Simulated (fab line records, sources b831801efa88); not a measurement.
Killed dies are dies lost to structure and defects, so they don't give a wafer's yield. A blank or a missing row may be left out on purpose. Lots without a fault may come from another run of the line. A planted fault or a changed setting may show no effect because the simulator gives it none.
Which tool did it? | flow gf180mcu | 15 lots, 45 wafers sampled, at 5 steps of a route of 602

WHAT THE GAUGES READ, wafer by wafer
GF_STI_THK_MEAS_22. Usual: STI_OXIDATION_01_THK 14.99 nm, standard deviation 0.28.
lot  | measured    | on            | STI_OXIDATION_01_THK (nm) | flag
L346 | day 2 05:44 | film_metro-02 | 15.52 15.61 15.64         |
L347 | day 2 09:46 | film_metro-03 | 15.13 15.21 15.21         |
L348 | day 2 13:23 | film_metro-02 | 15.00 14.98 14.98         |
L349 | day 2 20:02 | film_metro-01 | 14.60 14.75 14.75         |
L350 | day 3 02:00 | film_metro-02 | 15.14 14.95 15.10         |
L351 | day 3 05:33 | film_metro-01 | 14.97 15.03 14.84         |
L355 | day 4 03:17 | film_metro-02 | 15.35 15.63 15.46         |
L359 | day 5 00:29 | film_metro-01 | 14.94 15.45 14.98         |
L360 | day 5 04:35 | film_metro-03 | 15.33 15.08 15.29         |
L361 | day 5 09:59 | film_metro-01 | 14.68 14.84 14.96         |
L362 | day 5 13:15 | film_metro-01 | 15.02 14.88 14.71         |
L363 | day 5 19:10 | film_metro-01 | 14.69 14.73 14.72         |
L364 | day 6 01:38 | film_metro-01 | 14.22 14.59 14.79         |
L368 | day 6 23:41 | film_metro-01 | 15.37 15.46 15.11         |
L369 | day 7 05:10 | film_metro-03 | 14.48 14.67 14.44         |

GF_STI_THK_MEAS_30. Usual: STI_OXIDATION_02_THK 9.99 nm, standard deviation 0.21.
lot  | measured    | on            | STI_OXIDATION_02_THK (nm) | flag
L346 | day 2 08:56 | film_metro-02 | 9.55 9.79 9.76            |
L347 | day 2 12:16 | film_metro-02 | 9.85 9.81 9.83            |
L348 | day 2 15:55 | film_metro-02 | 9.82 9.77 9.53            |
L349 | day 2 23:32 | film_metro-03 | 9.73 9.61 9.59            |
L350 | day 3 04:55 | film_metro-02 | 10.08 10.10 10.15         |
L351 | day 3 08:03 | film_metro-02 | 10.04 10.29 10.14         |
L355 | day 4 05:55 | film_metro-03 | 10.06 10.13 10.15         |
L359 | day 5 04:31 | film_metro-02 | 9.97 9.89 9.89            |
L360 | day 5 07:18 | film_metro-02 | 10.03 10.31 10.24         |
L361 | day 5 12:28 | film_metro-02 | 10.14 10.28 10.25         |
L362 | day 5 15:47 | film_metro-03 | 10.01 10.10 10.02         |
L363 | day 5 22:52 | film_metro-03 | 10.03 10.24 10.05         |
L364 | day 6 05:58 | film_metro-02 | 9.74 9.66 9.72            |
L368 | day 7 03:03 | film_metro-02 | 10.00 10.04 9.91          |
L369 | day 7 10:06 | film_metro-03 | 9.63 9.68 9.61            |

GF_MVPSD_TW_MEAS_11. Usual: MVPSD_TW 555.6, standard deviation 2.2.
lot  | measured     | on            | MVPSD_TW                            | flag
L346 | day 5 04:43  | film_metro-03 | 553.6 554.5 558.9                   |
L347 | day 5 07:35  | film_metro-01 | 553.7 554.3 552.5                   |
L348 | day 5 13:17  | film_metro-03 | 556.4 557.7 557.3                   |
L349 | day 5 21:47  | film_metro-01 | 551.5 553.8 549.4                   |
L350 | day 6 03:47  | film_metro-03 | 554.8 556.5 553.3                   |
L351 | day 6 05:47  | film_metro-04 | 553.8 555.7 558.1                   |
L355 | day 7 07:05  | film_metro-04 | 555.2 556.6 559.1                   |
L359 | day 8 07:56  | film_metro-03 | 752.7 752.3 753.5 752.6 751.3 752.3 | OFF
L360 | day 8 12:28  | film_metro-01 | 753.7 754.6 752.0 752.2 751.4 758.8 | OFF
L361 | day 8 19:16  | film_metro-03 | 754.0 752.2 757.4 751.4 754.8 753.2 | OFF
L362 | day 8 23:14  | film_metro-01 | 554.6 557.2 556.8                   |
L363 | day 9 06:24  | film_metro-04 | 559.2 557.3 556.3                   |
L364 | day 9 13:58  | film_metro-03 | 554.1 556.3 554.0                   |
L368 | day 10 16:46 | film_metro-03 | 554.8 551.4 557.4                   |
L369 | day 10 23:47 | film_metro-03 | 552.7 554.8 557.1                   |

GF_VT_IMPLANT_TW_MEAS_10. Usual: VT_IMPLANT_TW 566.1, standard deviation 2.4.
lot  | measured     | on            | VT_IMPLANT_TW     | flag
L346 | day 5 19:02  | film_metro-04 | 569.7 573.2 569.9 |
L347 | day 5 21:59  | film_metro-04 | 567.9 564.3 569.5 |
L348 | day 6 04:17  | film_metro-04 | 568.2 568.9 571.4 |
L349 | day 6 12:26  | film_metro-04 | 568.1 566.9 566.3 |
L350 | day 6 18:53  | film_metro-01 | 569.2 568.9 567.7 |
L351 | day 6 20:02  | film_metro-01 | 568.1 568.1 569.3 |
L355 | day 7 23:11  | film_metro-02 | 564.1 564.8 561.3 |
L362 | day 9 15:30  | film_metro-02 | 567.0 563.8 565.3 |
L363 | day 9 23:42  | film_metro-01 | 566.8 567.1 566.3 |
L364 | day 10 08:07 | film_metro-02 | 565.9 565.8 564.9 |
L368 | day 11 11:46 | film_metro-01 | 564.6 566.7 562.8 |
L369 | day 11 18:05 | film_metro-02 | 563.1 563.8 559.2 |

WHICH TOOL RAN EACH LOT (tool, then ch and the chambers of the sampled wafers, then the start)
lot  | GF_MVPSD_IMPLANT_09
L346 | implanter-02 ch 0, day 5 04:29
L347 | implanter-01 ch 0, day 5 07:20
L348 | implanter-01 ch 0, day 5 13:02
L349 | implanter-01 ch 0, day 5 21:32
L350 | implanter-01 ch 0, day 6 03:33
L351 | implanter-03 ch 0, day 6 05:32
L355 | implanter-02 ch 0, day 7 06:51
L359 | implanter-01 ch 0, day 8 07:41
L360 | implanter-01 ch 0, day 8 12:13
L361 | implanter-01 ch 0, day 8 19:01
L362 | implanter-02 ch 0, day 8 22:59
L363 | implanter-03 ch 0, day 9 06:10
L364 | implanter-03 ch 0, day 9 13:43
L368 | implanter-03 ch 0, day 10 16:31
L369 | implanter-03 ch 0, day 10 23:33
- GF_MVPSD_IMPLANT_09

WHAT THE TOOLS THEMSELVES READ (means of the sampled wafers that have a number; where no wafer has one, the mark that the record gives instead)
GF_MVPSD_IMPLANT_09. Usual: dose_ions_cm2 4.999e+12, standard deviation 5.5e+09; faraday_current_uA 28.2, standard deviation 0.58.
lot  | tool         | dose_ions_cm2 | faraday_current_uA | flag
L346 | implanter-02 | 4.999e+12     | 28.2               |
L347 | implanter-01 | 4.996e+12     | 28.4               |
L348 | implanter-01 | 4.996e+12     | 28.2               |
L349 | implanter-01 | 5.006e+12     | 28.2               |
L350 | implanter-01 | 4.995e+12     | 28.6               |
L351 | implanter-03 | 4.998e+12     | 28.1               |
L355 | implanter-02 | 4.999e+12     | 28.0               |
L359 | implanter-01 | 5.361e+13     | 300.9              | OFF
L360 | implanter-01 | 5.362e+13     | 292.9              | OFF
L361 | implanter-01 | 5.363e+13     | 298.9              | OFF
L362 | implanter-02 | 5.003e+12     | 28.4               |
L363 | implanter-03 | 4.999e+12     | 28.2               |
L364 | implanter-03 | 5.001e+12     | 28.3               |
L368 | implanter-03 | 4.997e+12     | 27.9               |
L369 | implanter-03 | 4.998e+12     | 28.4               |

THE ANSWER, worked out from the rows above alone
Rule: a lot is off if the mean of its wafers that have a number lies more than 3 standard deviations from the usual mean. A lot without any number at a reading at which 4 lots or more have one is off too. The other lots that the step has rows for count as sound. The gauges are gone through in route order, then the tools' own readings, and for those a lot's mean is taken as printed above. The first step at which some lot is off is used, and at that step the reading that is off furthest; a lot without a number counts as furthest.
Off: L359, L360, L361, at GF_MVPSD_TW_MEAS_11 (MVPSD_TW).
A tool fits if, at a process step before that reading, it ran every lot that is off, and no sound lot after the first of them. The gauges at GF_MVPSD_TW_MEAS_11 aren't tried: what is off there is off at GF_MVPSD_IMPLANT_09 too, on other tools, and a gauge's error can't cause that. One fits: implanter-01 at GF_MVPSD_IMPLANT_09. Its last sound lot is L350 (day 6 03:33), its first lot that is off L359 (day 8 07:41): a fault that began between those two fits.
The tool's own readings at GF_MVPSD_IMPLANT_09 bear it out: on the lots that are off they differ by more than 5 times the standard deviation of the sound lots' means. dose_ions_cm2 reads 5.362e+13 there against 4.999e+12 on the sound lots; faraday_current_uA reads 297.6 there against 28.2 on the sound lots.

WHAT THE SIMULATOR HAD PUT IN
Process parameter drift: implanter-01, from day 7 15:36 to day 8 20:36, at GF_MVPSD_IMPLANT_09. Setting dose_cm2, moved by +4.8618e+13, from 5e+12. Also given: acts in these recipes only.
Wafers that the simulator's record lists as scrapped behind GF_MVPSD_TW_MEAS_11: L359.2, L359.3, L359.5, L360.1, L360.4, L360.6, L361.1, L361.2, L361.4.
Lots struck among those shown: L359, L360, L361. The rule above found the same.
